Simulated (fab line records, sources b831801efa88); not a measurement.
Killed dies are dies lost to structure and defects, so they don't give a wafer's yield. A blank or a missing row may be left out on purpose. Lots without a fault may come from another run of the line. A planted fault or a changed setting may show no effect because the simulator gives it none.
Chamber matching | flow gf180mcu | GF_STI_ETCH_13 on rie_diel-02: 4 sister chambers
The step etches the open film in CHF3/O2, stops on Si, target depth 282.31 nm, time 112.9 s. 4 wafers are shown with their chamber, then 7 later ones without.

WAFERS WITH THEIR CHAMBER
wafer  | chamber | throttle_valve_pct (%)
L955.5 | 0       | 8.796
L957.5 | 2       | 8.811
L958.2 | 3       | 8.820
L958.3 | 1       | 8.802

WAFERS WITHOUT THEIR CHAMBER
wafer  | throttle_valve_pct (%)
L958.5 | 8.799
L969.2 | 8.812
L969.4 | 8.833
L969.5 | 8.812
L971.1 | 8.825
L971.2 | 8.812
L971.3 | 8.818

WHICH CHAMBER EACH WENT THROUGH
wafer  | from the rows above          | in truth
L958.5 | can't be placed: 0 or 1 or 2 | 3
L969.2 | can't be placed: 2 or 3 or 1 | 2
L969.4 | can't be placed: 3 or 2      | 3
L969.5 | can't be placed: 2 or 3 or 1 | 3
L971.1 | can't be placed: 3 or 2      | 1
L971.2 | can't be placed: 2 or 3 or 1 | 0
L971.3 | can't be placed: 3 or 2      | 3
Placed correctly: 0 of 7. Can't be placed from these rows: 7 (the true chamber is among the candidates in 4). Placed wrongly: 0.
How it was worked out, from the rows above alone: a wafer's distance from a chamber is the root of the sum, over the readings, of the square of ((its reading less the chamber's mean) divided by the reading's scatter). The wafer belongs to the nearest chamber; if the next one is less than 2 further off, it can't be placed. A chamber's mean is the mean of its shown wafers. The scatter: with one shown wafer a chamber, the root of the mean of the squares of how far each hidden wafer lies from its nearest shown one.
